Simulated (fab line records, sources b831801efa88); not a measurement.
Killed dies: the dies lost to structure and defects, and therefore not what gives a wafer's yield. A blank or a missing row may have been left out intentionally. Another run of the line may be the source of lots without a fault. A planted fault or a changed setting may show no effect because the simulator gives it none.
The tool behind it: which one? | flow sky130 | 14 lots, 42 wafers sampled, at 2 steps of a route of 708

== WHAT THE GAUGES SHOWED, per wafer ==
SKY_VIA3_THK_MEAS_01. Usual: VIA3_HDPCVD_THK gives 1637 nm (standard deviation 15).
lot  | measured     | on            | VIA3_HDPCVD_THK (nm) | flag
L699 | day 38 18:32 | film metro-01 | 1632 1655 1639       |
L700 | day 39 04:42 | film metro-04 | 1623 1645 1649       |
L701 | day 39 12:59 | film metro-01 | 1656 1645 1645       |
L705 | day 41 00:54 | film metro-04 | 1635 1626 1640       |
L706 | day 41 05:10 | film metro-02 | 1636 1644 1652       |
L710 | day 42 06:27 | film metro-01 | 1647 1623 1630       |
L713 | day 42 18:52 | film metro-01 | 1667 1654 1635       |
L712 | day 42 20:41 | film metro-02 | 1644 1655 1655       |
L714 | day 43 07:11 | film metro-02 | 1616 1633 1618       |
L716 | day 43 19:34 | film metro-01 | 1637 1610 1626       |
L717 | day 44 04:56 | film metro-04 | 1629 1620 1640       |
L718 | day 44 08:50 | film metro-04 | 1612 1619 1622       |
L719 | day 44 16:59 | film metro-01 | 1618 1644 1630       |
L721 | day 45 03:06 | film metro-01 | 1642 1617 1631       |

== EACH LOT AND THE TOOL THAT RAN IT (in order: tool; ch and the chambers of the sampled wafers; start) ==
lot  | SKY_METAL3_DESCUM_15
L699 | rie metal-01 ch 0, day 38 17:19
L700 | rie metal-02 ch 0,1, day 39 03:36
L701 | rie metal-03 ch 0,1, day 39 11:43
L705 | rie metal-03 ch 0,1, day 40 23:49
L706 | rie metal-02 ch 0,1, day 41 03:50
L710 | rie metal-02 ch 0,1, day 42 05:20
L713 | rie metal-03 ch 1, day 42 17:02
L712 | rie metal-03 ch 0,1, day 42 19:23
L714 | rie metal-03 ch 0,1, day 43 06:07
L716 | rie metal-03 ch 0,1, day 43 18:29
L717 | rie metal-02 ch 0,1, day 44 03:51
L718 | rie metal-02 ch 0, day 44 07:46
L719 | rie metal-03 ch 0,1, day 44 15:54
L721 | rie metal-01 ch 0,1, day 45 02:01
- SKY_METAL3_DESCUM_15: chemistry O2, time 8 s.

== AS READ BY THE TOOLS THEMSELVES (means over the sampled wafers that have a number; for cases with no such wafer, the mark the record gives instead) ==
SKY_METAL3_DESCUM_15. Usual: drypump motor current A 5.5 A, standard deviation 0.52; he backside leak sccm 3.4 sccm, standard deviation 0.31; oes product au 0.999 a.u., standard deviation 0.0068.
lot  | tool         | drypump motor current A (A) | he backside leak sccm (sccm) | oes product au (a.u.) | flag
L699 | rie metal-01 | 6.2                         | 3.3                          | 0.993                 |
L700 | rie metal-02 | 5.6                         | 3.4                          | 1.002                 |
L701 | rie metal-03 | 5.5                         | 3.3                          | 1.007                 |
L705 | rie metal-03 | 5.2                         | 3.3                          | 0.997                 |
L706 | rie metal-02 | 5.5                         | 3.2                          | 0.998                 |
L710 | rie metal-02 | 5.5                         | 3.3                          | 1.001                 |
L713 | rie metal-03 | 4.8                         | 3.3                          | 0.993                 |
L712 | rie metal-03 | 5.5                         | 3.4                          | 0.992                 |
L714 | rie metal-03 | 5.2                         | 3.4                          | 1.001                 |
L716 | rie metal-03 | 5.5                         | 3.1                          | 0.996                 |
L717 | rie metal-02 | 5.6                         | 3.3                          | 1.002                 |
L718 | rie metal-02 | 5.4                         | 3.2                          | 0.998                 |
L719 | rie metal-03 | 5.5                         | 3.3                          | 1.010                 |
L721 | rie metal-01 | 5.7                         | 3.4                          | 0.996                 |

== THE ANSWER, worked out from the rows above alone ==
Rule: take the mean of a lot's wafers that have a number; if it is more than 3 standard deviations from the usual mean, the lot is off. Also off: a lot with no number at a reading for which 4 or more lots have one. The other lots that the step has rows for count as sound. The gauges are gone through in route order, then the tools' own readings, and for those a lot's mean is taken as printed above. At the first step where some lot is off, the reading lying furthest off is the one used; lots without a number count as furthest.
None of the lots is off at any reading shown; this tells nothing.

== WHAT THE SIMULATOR HAD PUT IN ==
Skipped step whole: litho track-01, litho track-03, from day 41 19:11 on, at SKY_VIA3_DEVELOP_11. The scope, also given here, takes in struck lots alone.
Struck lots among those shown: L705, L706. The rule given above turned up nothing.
